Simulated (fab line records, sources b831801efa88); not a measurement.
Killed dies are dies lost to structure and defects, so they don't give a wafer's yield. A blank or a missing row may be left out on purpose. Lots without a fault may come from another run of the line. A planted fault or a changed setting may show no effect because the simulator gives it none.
Which tool did it? | flow gf180mcu | 7 lots, 21 wafers sampled, at 2 steps of a route of 602

WHAT THE GAUGES READ, wafer by wafer
GF_VT_IMPLANT_RS_MEAS_47: measures by four-point-probe.
lot  | measured     | on            | NWELL_RS (ohm/sq)
L963 | day 7 20:18  | film_metro-01 | 487.3 486.5 487.8
L966 | day 8 15:37  | film_metro-02 | 488.6 489.4 490.1
L968 | day 9 03:36  | film_metro-04 | 489.4 491.5 490.7
L970 | day 9 18:01  | film_metro-04 | 492.8 490.9 492.2
L975 | day 11 06:55 | film_metro-01 | 489.7 489.2 488.0
L980 | day 12 12:30 | film_metro-01 | 490.3 489.9 491.4
L982 | day 13 03:01 | film_metro-04 | 488.0 487.9 488.2

WHICH TOOL RAN EACH LOT (tool, then ch and the chambers of the sampled wafers, then the start)
lot  | GF_STI_WET_ETCH_17
L963 | wet_bench-03 ch 3, day 2 07:47
L966 | wet_bench-01 ch 0, day 2 22:23
L968 | wet_bench-03 ch 3, day 3 08:17
L970 | wet_bench-03 ch 2, day 3 19:05
L975 | wet_bench-02 ch 1, day 4 21:38
L980 | wet_bench-02 ch 2, day 5 22:13
L982 | wet_bench-02 ch 1, day 6 09:04
- GF_STI_WET_ETCH_17: etches Si3N4 in H3PO4, target depth 45 nm, time 514 s.

THE ANSWER, worked out from the rows above alone
Rule: what is usual is taken from the lots themselves. Put in order of their means at a reading, lots are off if they are a third of the lots or fewer, leave a main group of 4 or more, and stand apart from it by a gap of 3 or more times the standard deviation of the main group's means; of several such gaps the widest counts. A main group whose means are all the same, to the digits that the tables above print for the reading, isn't used. A lot without any number at a reading at which 4 lots or more have one is off too. The other lots that the step has rows for count as sound.
No lot is off at any reading shown: from this, nothing can be told.

WHAT THE SIMULATOR HAD PUT IN
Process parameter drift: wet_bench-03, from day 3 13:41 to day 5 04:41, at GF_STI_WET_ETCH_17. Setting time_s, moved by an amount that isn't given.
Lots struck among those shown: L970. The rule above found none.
